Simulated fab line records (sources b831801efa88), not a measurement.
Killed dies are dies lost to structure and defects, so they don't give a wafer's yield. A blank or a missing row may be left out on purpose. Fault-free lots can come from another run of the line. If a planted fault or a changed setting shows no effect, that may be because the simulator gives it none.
Matching of chambers	flow gf180mcu	GF_POLY_GATE_ETCH_13 on rie-si-01: 4 sister chambers
The step etches poly-Si in HBr/Cl2, stops on SiO2, target depth 198.5 nm, time 69.6 s. 16 wafers are shown with their chamber, then 8 later ones without.

WAFERS PAIRED WITH THEIR CHAMBERS
wafer	chamber	drypump-motor-current-A (A)	oes-product-au (a.u.)	throttle-valve-pct (%)
L749.1	2	5.55	0.982	33.683
L749.2	1	5.74	0.977	33.686
L749.6	0	5.60	0.989	33.689
L752.1	3	5.13	0.993	33.683
L752.5	1	5.74	0.996	33.688
L752.6	0	5.58	0.994	33.661
L756.1	1	5.74	0.980	33.683
L756.2	3	5.15	0.985	33.677
L756.3	2	5.55	0.985	33.670
L759.3	1	5.76	0.994	33.677
L759.4	2	5.60	0.984	33.679
L759.5	2	5.56	0.989	33.685
L761.1	1	5.75	0.991	33.685
L761.4	3	5.11	0.986	33.675
L761.6	0	5.59	1.005	33.694
L764.2	0	5.58	1.000	33.680

SIGNATURES, as means of the wafers listed above
reading	chamber 0	chamber 1	chamber 2	chamber 3	scatter within a chamber
drypump-motor-current-A	5.5875	5.7460	5.5650	5.1300	0.0161
oes-product-au	0.99700	0.98760	0.98500	0.98800	0.00648
throttle-valve-pct	33.68100	33.68380	33.67925	33.67833	0.00853
Rule: for each reading, subtract the chamber's mean from the wafer's reading, divide by that reading's scatter and square the result; add these up over the readings and take the root, which gives the wafer's distance from the chamber. The wafer belongs to the nearest chamber; if the next one is less than 2 further off, it can't be placed. How the scatter is found: for the shown wafers, subtract from each reading the mean of its chamber, square and add these, divide the total by (wafers less chambers), then take the root.

WAFERS WITH NO CHAMBER GIVEN
wafer	drypump-motor-current-A (A)	oes-product-au (a.u.)	throttle-valve-pct (%)
L764.4	5.12	0.993	33.692
L764.6	5.58	0.986	33.687
L769.1	5.57	0.993	33.684
L769.4	5.54	0.986	33.691
L769.5	5.75	0.989	33.683
L770.1	5.76	0.979	33.681
L770.2	5.59	0.989	33.687
L770.6	5.56	0.985	33.693

THE CHAMBER EACH PASSED THROUGH
wafer	from the rows above	in truth
L764.4	3	3
L764.6	can't be placed: 2 or 0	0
L769.1	can't be placed: 0 or 2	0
L769.4	can't be placed: 2 or 0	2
L769.5	1	1
L770.1	1	1
L770.2	can't be placed: 0 or 2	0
L770.6	can't be placed: 2 or 0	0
3 of 8 placed correctly. Not placeable from these rows: 5 (in 5, the candidates include the true chamber). Placed wrongly: 0.
